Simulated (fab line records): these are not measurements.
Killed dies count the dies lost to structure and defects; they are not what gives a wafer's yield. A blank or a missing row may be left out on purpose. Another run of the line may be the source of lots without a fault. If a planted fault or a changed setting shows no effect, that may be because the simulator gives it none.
The tool behind it: which one? || flow sky130 || 35 wafers from 12 lots sampled at 4 of the route's 708 steps

== WHAT THE GAUGES SHOWED, per wafer ==
SKY_FIELD_ISO_THK_MEAS_02. Usual: FIELD_ISO_OXIDATION_00_THK typically reads 12.06 nm, with standard deviation 0.2.
{"lot": "L935", "measured": "day 1 13:48", "on": "film_metro-02", "FIELD_ISO_OXIDATION_00_THK (nm)": "12.10 12.33 12.17", "flag": ""}
{"lot": "L939", "measured": "day 2 07:38", "on": "film_metro-04", "FIELD_ISO_OXIDATION_00_THK (nm)": "12.06 12.11", "flag": ""}
{"lot": "L940", "measured": "day 2 13:22", "on": "film_metro-02", "FIELD_ISO_OXIDATION_00_THK (nm)": "11.99 12.12 12.25", "flag": ""}
{"lot": "L941", "measured": "day 2 18:55", "on": "film_metro-02", "FIELD_ISO_OXIDATION_00_THK (nm)": "11.90 12.11 12.20", "flag": ""}
{"lot": "L942", "measured": "day 2 22:59", "on": "film_metro-04", "FIELD_ISO_OXIDATION_00_THK (nm)": "12.19 12.19 12.24", "flag": ""}
{"lot": "L949", "measured": "day 4 09:47", "on": "film_metro-04", "FIELD_ISO_OXIDATION_00_THK (nm)": "12.02 12.11 12.29", "flag": ""}
{"lot": "L950", "measured": "day 4 14:38", "on": "film_metro-02", "FIELD_ISO_OXIDATION_00_THK (nm)": "11.81 11.95 11.76", "flag": ""}
{"lot": "L952", "measured": "day 5 00:59", "on": "film_metro-04", "FIELD_ISO_OXIDATION_00_THK (nm)": "11.70 11.49 11.58", "flag": ""}
{"lot": "L953", "measured": "day 5 05:38", "on": "film_metro-01", "FIELD_ISO_OXIDATION_00_THK (nm)": "12.37 11.95 12.27", "flag": ""}
{"lot": "L955", "measured": "day 5 16:49", "on": "film_metro-01", "FIELD_ISO_OXIDATION_00_THK (nm)": "12.17 12.30 12.16", "flag": ""}
{"lot": "L956", "measured": "day 5 21:15", "on": "film_metro-01", "FIELD_ISO_OXIDATION_00_THK (nm)": "12.27 12.40 12.27", "flag": ""}
{"lot": "L958", "measured": "day 6 07:29", "on": "film_metro-04", "FIELD_ISO_OXIDATION_00_THK (nm)": "11.96 12.10 12.15", "flag": ""}

SKY_NWELL_OVL_MEAS_23. Usual: NWELL_01_OVL typically reads 0.5 nm, with standard deviation 1.5.
{"lot": "L935", "measured": "day 5 09:49", "on": "overlay-01", "NWELL_01_OVL (nm)": "3.0 -0.2 2.4", "flag": ""}
{"lot": "L939", "measured": "day 6 04:31", "on": "overlay-01", "NWELL_01_OVL (nm)": "1.1 -0.3", "flag": ""}
{"lot": "L940", "measured": "day 6 14:42", "on": "overlay-02", "NWELL_01_OVL (nm)": "1.9 2.9 2.9", "flag": ""}
{"lot": "L941", "measured": "day 6 19:37", "on": "overlay-01", "NWELL_01_OVL (nm)": "-1.5 -1.3 -0.3", "flag": ""}
{"lot": "L942", "measured": "day 6 22:19", "on": "overlay-02", "NWELL_01_OVL (nm)": "1.1 3.0 0.2", "flag": ""}
{"lot": "L949", "measured": "day 8 19:58", "on": "overlay-02", "NWELL_01_OVL (nm)": "1.9 4.1 2.3", "flag": ""}
{"lot": "L950", "measured": "day 9 03:19", "on": "overlay-01", "NWELL_01_OVL (nm)": "-0.5 -1.0 -1.0", "flag": ""}
{"lot": "L952", "measured": "day 9 10:56", "on": "overlay-01", "NWELL_01_OVL (nm)": "1.0 0.0 3.3", "flag": ""}
{"lot": "L953", "measured": "day 9 15:19", "on": "overlay-02", "NWELL_01_OVL (nm)": "0.8 1.4 0.2", "flag": ""}
{"lot": "L955", "measured": "day 10 03:49", "on": "overlay-01", "NWELL_01_OVL (nm)": "0.4 1.6 2.1", "flag": ""}
{"lot": "L956", "measured": "day 10 11:19", "on": "overlay-02", "NWELL_01_OVL (nm)": "1.4 2.2 1.1", "flag": ""}
{"lot": "L958", "measured": "day 11 01:14", "on": "overlay-02", "NWELL_01_OVL (nm)": "0.0 -1.1 0.5", "flag": ""}

== WHAT TOOL EACH LOT RAN ON (gives the tool, then ch and the chambers of the sampled wafers, and finally the start) ==
{"lot": "L935", "SKY_FIELD_ISO_ETCH_14": "rie_diel-03 ch 1,2,3, day 2 05:39", "SKY_FIELD_ISO_ETCH_17": "rie_si-01 ch 1,2,3, day 2 05:51"}
{"lot": "L939", "SKY_FIELD_ISO_ETCH_14": "rie_diel-02 ch 2,3, day 3 01:48", "SKY_FIELD_ISO_ETCH_17": "rie_si-01 ch 1, day 3 02:00"}
{"lot": "L940", "SKY_FIELD_ISO_ETCH_14": "rie_diel-02 ch 0,1, day 3 06:44", "SKY_FIELD_ISO_ETCH_17": "rie_si-02 ch 0,3, day 3 06:56"}
{"lot": "L941", "SKY_FIELD_ISO_ETCH_14": "rie_diel-01 ch 1,2, day 3 12:53", "SKY_FIELD_ISO_ETCH_17": "rie_si-02 ch 1,2, day 3 13:05"}
{"lot": "L942", "SKY_FIELD_ISO_ETCH_14": "rie_diel-03 ch 1,3, day 3 16:50", "SKY_FIELD_ISO_ETCH_17": "rie_si-01 ch 1,2,3, day 3 17:02"}
{"lot": "L949", "SKY_FIELD_ISO_ETCH_14": "rie_diel-03 ch 0,2,3, day 5 06:33", "SKY_FIELD_ISO_ETCH_17": "rie_si-01 ch 2,3, day 5 06:45"}
{"lot": "L950", "SKY_FIELD_ISO_ETCH_14": "rie_diel-03 ch 1,2,3, day 5 10:24", "SKY_FIELD_ISO_ETCH_17": "rie_si-01 ch 0,2,3, day 5 10:36"}
{"lot": "L952", "SKY_FIELD_ISO_ETCH_14": "rie_diel-03 ch 2,3, day 5 20:06", "SKY_FIELD_ISO_ETCH_17": "rie_si-01 ch 0,3, day 5 20:18"}
{"lot": "L953", "SKY_FIELD_ISO_ETCH_14": "rie_diel-01 ch 1,2,3, day 6 02:53", "SKY_FIELD_ISO_ETCH_17": "rie_si-02 ch 0,2,3, day 6 03:05"}
{"lot": "L955", "SKY_FIELD_ISO_ETCH_14": "rie_diel-03 ch 1,3, day 6 13:23", "SKY_FIELD_ISO_ETCH_17": "rie_si-02 ch 2,3, day 6 13:35"}
{"lot": "L956", "SKY_FIELD_ISO_ETCH_14": "rie_diel-03 ch 0,1,2, day 6 17:36", "SKY_FIELD_ISO_ETCH_17": "rie_si-02 ch 1,2,3, day 6 17:48"}
{"lot": "L958", "SKY_FIELD_ISO_ETCH_14": "rie_diel-02 ch 0,3, day 7 04:18", "SKY_FIELD_ISO_ETCH_17": "rie_si-01 ch 0,1,2, day 7 04:30"}
- SKY_FIELD_ISO_ETCH_14: etches BARC in N2/H2, stops on SiO2, time 45.9 s, target depth 60 nm.
- SKY_FIELD_ISO_ETCH_17: etches Si in HBr/Cl2/O2, target depth 342 nm, time 97.7 s.

== WHAT THE TOOLS THEMSELVES READ (means of the sampled wafers that have a number; where no wafer has one, the mark that the record gives instead) ==
SKY_FIELD_ISO_ETCH_14. Usual: drypump_motor_current_A 5.5 A, standard deviation 0.45; oes_product_au 0.854 a.u., standard deviation 0.0048; run_length_s 74.0 s, standard deviation 0.44; throttle_valve_pct 13.222 %, standard deviation 0.0079.
{"lot": "L935", "tool": "rie_diel-03", "drypump_motor_current_A (A)": 5.6, "oes_product_au (a.u.)": 0.850, "run_length_s (s)": 74.0, "throttle_valve_pct (%)": 13.226, "flag": ""}
{"lot": "L939", "tool": "rie_diel-02", "drypump_motor_current_A (A)": 5.3, "oes_product_au (a.u.)": 0.856, "run_length_s (s)": 74.2, "throttle_valve_pct (%)": 13.213, "flag": ""}
{"lot": "L940", "tool": "rie_diel-02", "drypump_motor_current_A (A)": 5.1, "oes_product_au (a.u.)": 0.845, "run_length_s (s)": 75.2, "throttle_valve_pct (%)": 13.216, "flag": ""}
{"lot": "L941", "tool": "rie_diel-01", "drypump_motor_current_A (A)": 5.7, "oes_product_au (a.u.)": 0.852, "run_length_s (s)": 74.1, "throttle_valve_pct (%)": 13.224, "flag": ""}
{"lot": "L942", "tool": "rie_diel-03", "drypump_motor_current_A (A)": 5.6, "oes_product_au (a.u.)": 0.857, "run_length_s (s)": 74.0, "throttle_valve_pct (%)": 13.222, "flag": ""}
{"lot": "L949", "tool": "rie_diel-03", "drypump_motor_current_A (A)": 5.5, "oes_product_au (a.u.)": 0.858, "run_length_s (s)": 74.1, "throttle_valve_pct (%)": 13.221, "flag": ""}
{"lot": "L950", "tool": "rie_diel-03", "drypump_motor_current_A (A)": 5.6, "oes_product_au (a.u.)": 0.853, "run_length_s (s)": 74.0, "throttle_valve_pct (%)": 13.221, "flag": ""}
{"lot": "L952", "tool": "rie_diel-03", "drypump_motor_current_A (A)": 5.9, "oes_product_au (a.u.)": 0.857, "run_length_s (s)": 74.0, "throttle_valve_pct (%)": 13.220, "flag": ""}
{"lot": "L953", "tool": "rie_diel-01", "drypump_motor_current_A (A)": 5.8, "oes_product_au (a.u.)": 0.852, "run_length_s (s)": 74.0, "throttle_valve_pct (%)": 13.225, "flag": ""}
{"lot": "L955", "tool": "rie_diel-03", "drypump_motor_current_A (A)": 5.5, "oes_product_au (a.u.)": 0.855, "run_length_s (s)": 74.2, "throttle_valve_pct (%)": 13.219, "flag": ""}
{"lot": "L956", "tool": "rie_diel-03", "drypump_motor_current_A (A)": 5.2, "oes_product_au (a.u.)": 0.855, "run_length_s (s)": 74.0, "throttle_valve_pct (%)": 13.212, "flag": ""}
{"lot": "L958", "tool": "rie_diel-02", "drypump_motor_current_A (A)": 4.9, "oes_product_au (a.u.)": 0.853, "run_length_s (s)": 74.8, "throttle_valve_pct (%)": 13.226, "flag": ""}

SKY_FIELD_ISO_ETCH_17. Usual: drypump_motor_current_A 5.8 A, standard deviation 0.51; mfc_cl2_sccm 40.01 sccm, standard deviation 0.13; oes_product_au 0.998 a.u., standard deviation 0.007; run_length_s 126.1 s, standard deviation 0.37; throttle_valve_pct 25.658 %, standard deviation 0.01.
{"lot": "L935", "tool": "rie_si-01", "drypump_motor_current_A (A)": 5.8, "mfc_cl2_sccm (sccm)": 40.00, "oes_product_au (a.u.)": 0.991, "run_length_s (s)": 126.3, "throttle_valve_pct (%)": 25.658, "flag": ""}
{"lot": "L939", "tool": "rie_si-01", "drypump_motor_current_A (A)": 5.8, "mfc_cl2_sccm (sccm)": 39.90, "oes_product_au (a.u.)": 0.992, "run_length_s (s)": 125.8, "throttle_valve_pct (%)": 25.675, "flag": ""}
{"lot": "L940", "tool": "rie_si-02", "drypump_motor_current_A (A)": 5.9, "mfc_cl2_sccm (sccm)": 40.19, "oes_product_au (a.u.)": 0.997, "run_length_s (s)": 126.2, "throttle_valve_pct (%)": 25.661, "flag": ""}
{"lot": "L941", "tool": "rie_si-02", "drypump_motor_current_A (A)": 6.3, "mfc_cl2_sccm (sccm)": 40.07, "oes_product_au (a.u.)": 0.999, "run_length_s (s)": 126.0, "throttle_valve_pct (%)": 25.651, "flag": ""}
{"lot": "L942", "tool": "rie_si-01", "drypump_motor_current_A (A)": 5.8, "mfc_cl2_sccm (sccm)": 40.03, "oes_product_au (a.u.)": 0.994, "run_length_s (s)": 126.0, "throttle_valve_pct (%)": 25.656, "flag": ""}
{"lot": "L949", "tool": "rie_si-01", "drypump_motor_current_A (A)": 5.9, "mfc_cl2_sccm (sccm)": 40.06, "oes_product_au (a.u.)": 1.002, "run_length_s (s)": 126.2, "throttle_valve_pct (%)": 25.661, "flag": ""}
{"lot": "L950", "tool": "rie_si-01", "drypump_motor_current_A (A)": 5.4, "mfc_cl2_sccm (sccm)": 39.86, "oes_product_au (a.u.)": 1.002, "run_length_s (s)": 126.1, "throttle_valve_pct (%)": 25.648, "flag": ""}
{"lot": "L952", "tool": "rie_si-01", "drypump_motor_current_A (A)": 5.3, "mfc_cl2_sccm (sccm)": 40.16, "oes_product_au (a.u.)": 1.001, "run_length_s (s)": 126.4, "throttle_valve_pct (%)": 25.654, "flag": ""}
{"lot": "L953", "tool": "rie_si-02", "drypump_motor_current_A (A)": 6.1, "mfc_cl2_sccm (sccm)": 40.05, "oes_product_au (a.u.)": 0.998, "run_length_s (s)": 126.1, "throttle_valve_pct (%)": 25.651, "flag": ""}
{"lot": "L955", "tool": "rie_si-02", "drypump_motor_current_A (A)": 6.4, "mfc_cl2_sccm (sccm)": 40.11, "oes_product_au (a.u.)": 0.994, "run_length_s (s)": 125.9, "throttle_valve_pct (%)": 25.653, "flag": ""}
{"lot": "L956", "tool": "rie_si-02", "drypump_motor_current_A (A)": 6.3, "mfc_cl2_sccm (sccm)": 40.01, "oes_product_au (a.u.)": 1.002, "run_length_s (s)": 125.9, "throttle_valve_pct (%)": 25.664, "flag": ""}
{"lot": "L958", "tool": "rie_si-01", "drypump_motor_current_A (A)": 5.5, "mfc_cl2_sccm (sccm)": 40.07, "oes_product_au (a.u.)": 1.005, "run_length_s (s)": 126.0, "throttle_valve_pct (%)": 25.664, "flag": ""}

== THE ANSWER, worked out from the rows above alone ==
Rule: a lot is off if the mean of its wafers that have a number lies more than 3 standard deviations from the usual mean. A lot without any number at a reading at which 4 lots or more have one is off too. The other lots that the step has rows for count as sound. First the gauges in route order, then the tools' own readings, where a lot's mean is used as printed above. The first step at which some lot is off is used, and at that step the reading that is off furthest; a lot without a number counts as furthest.
Across all readings shown, no lot is off: no conclusion can be drawn from this.

== WHAT THE SIMULATOR HAD INSERTED ==
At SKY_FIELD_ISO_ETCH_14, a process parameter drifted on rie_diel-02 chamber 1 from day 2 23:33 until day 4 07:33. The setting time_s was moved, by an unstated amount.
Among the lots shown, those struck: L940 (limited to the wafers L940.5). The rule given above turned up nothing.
